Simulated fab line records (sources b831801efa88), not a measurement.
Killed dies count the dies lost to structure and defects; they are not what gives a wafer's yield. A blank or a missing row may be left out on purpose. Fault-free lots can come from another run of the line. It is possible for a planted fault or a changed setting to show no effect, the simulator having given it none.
8D (eight disciplines) problem report, filled in by code    flow gf180mcu    the parts of the form that need people (team, actions taken, sign-off) are left out

== 1. THE ISSUE ==
Wafers with no fault read 15.001 s with a standard deviation of 0.009, whereas overpolish run s at GF_V4_CMP_26 reads a mean of 16.442 s on 1 wafer of 1 lot. So: +99 or more standard deviations from the usual mean.
The step: polishes, stops on SiO2, t overpolish 15 s, target thk 0 nm.
First seen on wafer L651.2, day 28 00:53, on cmp-01. Wafers with a number at this step in the record: 36, from 12 lots. By rule, "out" or "out of limits" means more than 4 standard deviations away from the usual mean. The rest of the wafers with a number are treated as sound.

== 2. WHAT IT IS, WHAT IT ISN'T ==
question                     is                 is not
which readings at this step  overpolish run s   motor current A, retaining ring pressure frac, slurry flow ml min, time to endpoint s
which lots                   L651               L641, L643, L644, L645, L646, L647, L649, L650, L653, L662, L663
which wafers of those lots   L651.2             L651.3, L651.5
read on which tools          cmp-01             cmp-02
when                         from day 28 00:53  up to then (26 sound wafers); but 9 sound wafers of L653, L662, L663 came after

== 3. WHAT RULES OUT EACH SUSPECT ==
Counting: if a tool at a process step up to the reading ran every lot that is out, it stays a suspect. Sound lots after the first of them don't rule it out here, since some wafers of a struck lot are sound.
- cvd w-02 at GF_CONTACT_CVD_24 (deposits W, target thk 300 nm, time 90.339 s): kept. L651, the lot that is out, went through it at day 20 06:07; up to then, the latest sound lot through it was L650 at day 20 00:28.
- rie diel-01 at GF_V4_ETCH_17 (etches SiO2 in C4F8/O2/Ar, stops on TiN, target depth 630 nm): kept. L651, the lot that is out, went through it at day 28 00:53; up to then, the latest sound lot through it was L649 at day 27 08:18. With no start given for some of its lots, GF_V4_ETCH_17 uses the hours and lot order of GF_V4_CMP_26.
- cmp-01 at GF_V4_CMP_26 (polishes, stops on SiO2, t overpolish 15 s, target thk 0 nm): kept. L651, the lot that is out, went through it at day 28 00:53; up to then, the latest sound lot through it was L649 at day 27 08:18. On those wafers its own readings are out: overpolish run s.
- Within rie diel-01 at GF_V4_ETCH_17, the wafers that are out were processed in chamber 1 and their sound lot-mates in chamber 2.
- In cmp-01 at GF_V4_CMP_26, the wafers that are out were processed in chamber 2 and their sound lot-mates in chambers 0, 1.
cvd w-02 at GF_CONTACT_CVD_24, rie diel-01 at GF_V4_ETCH_17 and cmp-01 at GF_V4_CMP_26 are what is left after counting.

== 4. THE CAUSE (what the simulator had put in) ==
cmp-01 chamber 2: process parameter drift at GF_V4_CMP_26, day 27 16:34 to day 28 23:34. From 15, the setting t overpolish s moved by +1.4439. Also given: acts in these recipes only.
After counting, 3 suspects remain, this tool included.

== 5. THE CHAIN OF EFFECTS, in route order ==
Each row: a reading whose mean over the struck wafers that have a number lies more than 3 standard deviations from the usual. Only readings whose record carries a usual standard deviation are examined. hours: median over the lots of the time between each lot's start at the first step of this table that gives one and its start at this step. sigmas: the change, counted in usual standard deviations.
hours  step          reading           usual     on struck wafers  change  sigmas
0      GF_V4_CMP_26  overpolish run s  15.001 s  16.442            +1.441  +99 or more
Its process steps:
- GF_V4_CMP_26: polishes, stops on SiO2, t overpolish 15 s, target thk 0 nm.

== 6. HOW IT WOULD HAVE BEEN CAUGHT EARLIER ==
8 hours passed between the start of the fault at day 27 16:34 and the first reading out of limits in this record, taken at day 28 00:53.
